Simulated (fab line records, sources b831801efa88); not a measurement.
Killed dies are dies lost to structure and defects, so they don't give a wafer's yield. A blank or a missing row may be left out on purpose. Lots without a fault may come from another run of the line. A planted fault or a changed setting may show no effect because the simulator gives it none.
A struck lot beside a sound one | flow sky130 | 43 steps out of a route of 708
Sound: wafers L131.2, L131.4, L131.5. Struck: wafers L144.2, L144.3, L144.4. The cause comes at the end.
At each step with rows: each side's tool, then ch and its chambers, then its first start. Under that, the readings that differ: sound wafers | struck wafers | difference of the means | sigmas: that difference in standard deviations of wafers without a fault.
alike: readings whose means differ by less than 2 such deviations, and words and numbers that are the same on both sides. not compared: withheld readings, readings that some wafer has no value for, bounds like >300 that may hide the same value, and numbers for which the record gives no deviation and whose values overlap.
The two part at a step that has a row with sigmas, a row that says differs or no value, or rows on one side only. Numbers that don't overlap but have no deviation are shown without sigmas and don't part them. A reading that every wafer of one side lacks parts them only if that side has two wafers or more.

first, 4 steps without rows for these wafers: SKY_VIA2_SOFTBAKE_08 (time 90 s); SKY_VIA2_EXPOSE_09 (exposes mask VIM2, target cd 200 nm); SKY_VIA2_PEB_10; SKY_VIA2_DEVELOP_11 (develop time 60 s).
SKY_VIA2_CD_MEAS_12: target cd 200 nm.
  sound on cd_sem-02, day 37 14:50; struck on cd_sem-02, day 41 14:11
  alike: cd_nm
SKY_VIA2_OVL_MEAS_13:
  sound on overlay-01, day 37 14:57; struck on overlay-02, day 41 14:18
  alike: VIA2_OVL
then, 6 steps without rows for these wafers: SKY_VIA2_ETCH_14 (etches BARC in N2/H2, stops on SiO2, time 45.9 s, target depth 60 nm); SKY_VIA2_ETCH_15 (etches SiO2 in C4F8/O2/Ar, stops on TiN, target depth 546 nm, time 84 s); SKY_VIA2_STRIP_16 (strips in O2/N2); SKY_VIA2_STRIP_17 (strips in post etch residue remover, time 1200 s); SKY_VIA2_CLEAN_18 (cleans in IPA, time 180 s); SKY_VIA2_CLEAN_19 (cleans in O3/DIW).
SKY_VIA2_SPUTTER_20: material TiN, target thk 20 nm, time 80 s.
  sound on pvd_sputter-02, day 37 15:41; struck on pvd_sputter-02, day 41 15:02
  alike: cathode_dc_power_W, throttle_valve_pct
SKY_VIA2_CVD_21: deposits W, target thk 420 nm, time 126.4 s.
  sound on cvd_w-02 ch 0,1, day 37 15:44; struck on cvd_w-01 ch 0,1, day 41 15:05
  alike: chamber_pressure_Torr, heater_power_w
SKY_VIA2_RS_MEAS_22: measures by four-point-probe.
  sound on film_metro-03, day 37 15:53; struck on film_metro-01, day 41 15:14
  reading            | sound                | struck               | difference | sigmas
  VIA2_W_RS (ohm/sq) | 0.2752 0.2739 0.2707 | 0.2809 0.2755 0.2815 | +0.0060    | +2
SKY_VIA2_THK_MEAS_23: measures by xrf.
  sound on film_metro-03, day 37 16:00; struck on film_metro-01, day 41 15:21
  alike: VIA2_W_THK
then, 2 steps without rows for these wafers: SKY_VIA2_CMP_24 (polishes, stops on SiO2, t overpolish 20 s, target thk 0 nm); SKY_METAL3_SPUTTER_00 (material Ti, target thk 15 nm, time 10 s).
SKY_METAL3_SPUTTER_01: material TiN, target thk 20 nm, time 16.7 s.
  sound on pvd_sputter-03, day 37 16:22; struck on pvd_sputter-04, day 41 15:43
  alike: cathode_dc_power_W, throttle_valve_pct
SKY_METAL3_SPUTTER_02: material AlCu, target thk 735 nm, time 39.1 s.
  sound on pvd_sputter-03, day 37 16:24; struck on pvd_sputter-04, day 41 15:45
  alike: cathode_dc_power_W, throttle_valve_pct
SKY_METAL3_SPUTTER_03: material Ti, target thk 5 nm, time 3.3 s.
  sound on pvd_sputter-03, day 37 16:26; struck on pvd_sputter-04, day 41 15:47
  alike: cathode_dc_power_W, throttle_valve_pct
then, 2 steps without rows for these wafers: SKY_METAL3_SPUTTER_04 (material TiN, target thk 70 nm, time 58.3 s); SKY_CAPM_CVD_00 (deposits SiO2, target thk 15.5 nm).
SKY_CAPM_THK_MEAS_01:
  sound on film_metro-02, day 37 16:32; struck on film_metro-02, day 41 15:53
  alike: CAPM_CVD_00_THK
then, 1 step without rows for these wafers: SKY_CAPM_SPUTTER_02 (material TiN, target thk 200 nm, time 166.7 s).
SKY_CAPM_RS_MEAS_03: measures by four-point-probe.
  sound on film_metro-04, day 37 16:43; struck on film_metro-02, day 41 16:04
  alike: CAPM_TIN_RS
SKY_CAPM_THK_MEAS_04: measures by xrf.
  sound on film_metro-04, day 37 16:49; struck on film_metro-02, day 41 16:10
  alike: CAPM_TIN_THK
then, 7 steps without rows for these wafers: SKY_CAPM_DEHYDRATE_05 (time 60 s); SKY_CAPM_HMDS_06 (prime time 60 s); SKY_CAPM_COAT_07 (resist thk 1140 nm); SKY_CAPM_SOFTBAKE_08 (time 60 s); SKY_CAPM_EXPOSE_09 (exposes mask CAPM, target cd 1000 nm); SKY_CAPM_PEB_10; SKY_CAPM_DEVELOP_11 (develop time 60 s).
SKY_CAPM_OVL_MEAS_12:
  sound on overlay-02, day 38 17:44; struck on overlay-02, day 42 14:55
  alike: CAPM_OVL
SKY_CAPM_METAL_ETCH_13: etches TiN in Cl2/BCl3, stops on SiO2, target depth 220 nm, time 62.9 s.
  sound on rie_metal-04 ch 0,1, day 38 17:46; struck on rie_metal-03 ch 0,1, day 42 14:57
  alike: drypump_motor_current_A, oes_product_au, throttle_valve_pct
  not compared: rf_hours_counter_h
then, 6 steps without rows for these wafers: SKY_CAPM_STRIP_14 (strips in O2/N2); SKY_CAPM_STRIP_15 (strips in post etch residue remover, time 1200 s); SKY_CAPM_CLEAN_16 (cleans in IPA, time 180 s); SKY_CAPM_CLEAN_17 (cleans in O3/DIW); SKY_METAL3_DEHYDRATE_05 (time 60 s); SKY_METAL3_HMDS_06 (prime time 60 s).
-- the record jumps here: 7 days lie between the struck wafers' starts before and after (it left off in module METAL3 and takes up again in module PAD_OPEN, whose first step shown is number 708 of the route) --
SKY_PAD_OPEN_PROBE_99:
  sound on prober-01, day 46 20:44; struck on prober-02, day 49 20:36
  reading                               | sound             | struck            | difference | sigmas
  defect_limited_yield (%)              | 80.3 80.3 80.5    | 70.9 72.2 71.7    | -8.8       | -5
  killed_at_M0_to_M3                    | 49 52 57          | 97 93 100         | +44        | +7
  killed_dies                           | 97 97 96          | 143 137 139       | +43        | +5
  sort_bin_3_pad_short (%)              | 2.0 0 0.6         | 3.9 2.6 4.7       | +2.9       | +7
  sort_bin_5_function (%)               | 11.0 10.8 11.2    | 19.7 14.2 17.1    | +6.0       | +4
  sort_n_pass                           | 395 395 396       | 349 355 353       | -43        | -5
  sort_yield_pct (%)                    | 80.3 80.3 80.5    | 70.9 72.2 71.7    | -8.8       | -5
  model.etest.tester.sort_n_pass        | 395 395 396       | 349 355 353       | -43        |
  model.etest.tester.sort_yield_pct (%) | 80.28 80.28 80.49 | 70.94 72.15 71.75 | -8.74      |
  model.etest.tester.sort_bin_5_pct (%) | 10.98 10.77 11.18 | 19.72 14.23 17.07 | +6.03      |
  model.etest.tester.sort_bin_3_pct (%) | 2.033 0 0.6098    | 3.862 2.642 4.675 | +2.845     |
  alike: killed_at_M4_up, killed_at_contacts, killed_at_front_end, killed_at_other, killed_open, killed_short, sort_bin_6_memory

WHERE THEY PART
First at SKY_VIA2_RS_MEAS_22; last, within this record, at SKY_PAD_OPEN_PROBE_99.

WHY: what the simulator had put in
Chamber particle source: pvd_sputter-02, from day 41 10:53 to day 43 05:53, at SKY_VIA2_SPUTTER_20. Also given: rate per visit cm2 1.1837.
